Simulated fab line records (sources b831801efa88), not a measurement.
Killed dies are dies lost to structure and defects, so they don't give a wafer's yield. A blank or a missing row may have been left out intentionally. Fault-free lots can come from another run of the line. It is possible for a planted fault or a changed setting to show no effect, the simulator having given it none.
Matching of chambers :: flow sky130 :: 4 sister chambers for SKY_PAD_OPEN_ETCH_07 on rie_diel-04
The step etches the open film in CF4/O2, stops on AlCu, target depth 725 nm, time 161.1 s. 8 wafers are shown with their chamber, then 11 later ones without.

WAFERS PAIRED WITH THEIR CHAMBERS
wafer: L081.4
chamber: 2
drypump_motor_current_A (A): 5.9
chamber_pressure_mTorr (mTorr): 149.93

wafer: L082.4
chamber: 3
drypump_motor_current_A (A): 5.7
chamber_pressure_mTorr (mTorr): 149.92

wafer: L085.4
chamber: 3
drypump_motor_current_A (A): 5.7
chamber_pressure_mTorr (mTorr): 149.93

wafer: L085.6
chamber: 1
drypump_motor_current_A (A): 6.2
chamber_pressure_mTorr (mTorr): 150.01

wafer: L087.1
chamber: 1
drypump_motor_current_A (A): 6.2
chamber_pressure_mTorr (mTorr): 150.16

wafer: L087.3
chamber: 0
drypump_motor_current_A (A): 6.2
chamber_pressure_mTorr (mTorr): 150.21

wafer: L087.6
chamber: 0
drypump_motor_current_A (A): 6.3
chamber_pressure_mTorr (mTorr): 150.08

wafer: L088.3
chamber: 2
drypump_motor_current_A (A): 6.0
chamber_pressure_mTorr (mTorr): 149.66

WAFERS WITH NO CHAMBER GIVEN
wafer: L088.5
drypump_motor_current_A (A): 6.2
chamber_pressure_mTorr (mTorr): 149.90

wafer: L088.6
drypump_motor_current_A (A): 6.0
chamber_pressure_mTorr (mTorr): 150.07

wafer: L092.1
drypump_motor_current_A (A): 6.2
chamber_pressure_mTorr (mTorr): 149.93

wafer: L092.3
drypump_motor_current_A (A): 6.0
chamber_pressure_mTorr (mTorr): 149.98

wafer: L092.4
drypump_motor_current_A (A): 6.3
chamber_pressure_mTorr (mTorr): 150.00

wafer: L095.1
drypump_motor_current_A (A): 5.7
chamber_pressure_mTorr (mTorr): 150.09

wafer: L095.5
drypump_motor_current_A (A): 6.2
chamber_pressure_mTorr (mTorr): 150.16

wafer: L095.6
drypump_motor_current_A (A): 6.2
chamber_pressure_mTorr (mTorr): 149.93

wafer: L097.1
drypump_motor_current_A (A): 6.2
chamber_pressure_mTorr (mTorr): 150.05

wafer: L097.4
drypump_motor_current_A (A): 6.3
chamber_pressure_mTorr (mTorr): 150.25

wafer: L097.5
drypump_motor_current_A (A): 6.2
chamber_pressure_mTorr (mTorr): 150.05

EACH ONE'S CHAMBER
wafer: L088.5
from the rows above: can't be placed: 1 or 0
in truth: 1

wafer: L088.6
from the rows above: can't be placed: 2 or 1
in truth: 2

wafer: L092.1
from the rows above: can't be placed: 1 or 0
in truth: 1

wafer: L092.3
from the rows above: 2
in truth: 2

wafer: L092.4
from the rows above: can't be placed: 0 or 1
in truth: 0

wafer: L095.1
from the rows above: 3
in truth: 3

wafer: L095.5
from the rows above: can't be placed: 1 or 0
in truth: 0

wafer: L095.6
from the rows above: can't be placed: 1 or 0
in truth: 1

wafer: L097.1
from the rows above: can't be placed: 1 or 0
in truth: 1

wafer: L097.4
from the rows above: can't be placed: 0 or 1
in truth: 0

wafer: L097.5
from the rows above: can't be placed: 1 or 0
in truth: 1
Placed correctly: 2 of 11. Cannot be placed on the basis of these rows: 9; the candidates contain the true chamber in 9. Number placed wrongly: 0.
How it was worked out, from the rows above alone: a wafer's distance from a chamber is the root of the sum, over the readings, of the square of ((its reading less the chamber's mean) divided by the reading's scatter). The wafer belongs to the nearest chamber; if the next one is less than 2 further off, it can't be placed. A chamber's mean is the mean of its shown wafers. The scatter: the root of (the sum of the squares of (reading less its chamber's mean) over the shown wafers, divided by (wafers less chambers)).
